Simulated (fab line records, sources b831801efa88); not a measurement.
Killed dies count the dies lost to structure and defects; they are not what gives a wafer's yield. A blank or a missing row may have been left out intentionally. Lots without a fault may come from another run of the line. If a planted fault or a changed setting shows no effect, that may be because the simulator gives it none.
Chamber matching || flow gf180mcu || GF_V4_ETCH_16 on rie diel-03 has 3 sister chambers
The step etches BARC in N2/H2. 3 wafers are shown with their chamber, then 7 later ones without.

WAFERS WITH THEIR CHAMBER
{"wafer": "L381.3", "chamber": 2, "drypump motor current A (A)": 5.63}
{"wafer": "L394.1", "chamber": 1, "drypump motor current A (A)": 5.74}
{"wafer": "L394.4", "chamber": 0, "drypump motor current A (A)": 5.81}

WAFERS WITH NO CHAMBER GIVEN
{"wafer": "L394.5", "drypump motor current A (A)": 5.74}
{"wafer": "L397.2", "drypump motor current A (A)": 5.73}
{"wafer": "L397.3", "drypump motor current A (A)": 5.62}
{"wafer": "L397.5", "drypump motor current A (A)": 5.83}
{"wafer": "L400.4", "drypump motor current A (A)": 5.79}
{"wafer": "L400.5", "drypump motor current A (A)": 5.82}
{"wafer": "L400.6", "drypump motor current A (A)": 5.75}

WHICH CHAMBER EACH WENT THROUGH
{"wafer": "L394.5", "from the rows above": 1, "in truth": 1}
{"wafer": "L397.2", "from the rows above": 1, "in truth": 1}
{"wafer": "L397.3", "from the rows above": 2, "in truth": 2}
{"wafer": "L397.5", "from the rows above": 0, "in truth": 0}
{"wafer": "L400.4", "from the rows above": 0, "in truth": 0}
{"wafer": "L400.5", "from the rows above": 0, "in truth": 0}
{"wafer": "L400.6", "from the rows above": 1, "in truth": 1}
7 of 7 placed correctly. From these rows, 0 cannot be placed. Placed wrongly: 0.
How it was worked out, from the rows above alone: a wafer's distance from a chamber is the root of the sum, over the readings, of the square of ((its reading less the chamber's mean) divided by the reading's scatter). The wafer belongs to the nearest chamber; if the next one is less than 2 further off, it can't be placed. Each chamber's mean is taken over the wafers shown for it. The scatter: with one shown wafer a chamber, the root of the mean of the squares of how far each hidden wafer lies from its nearest shown one.
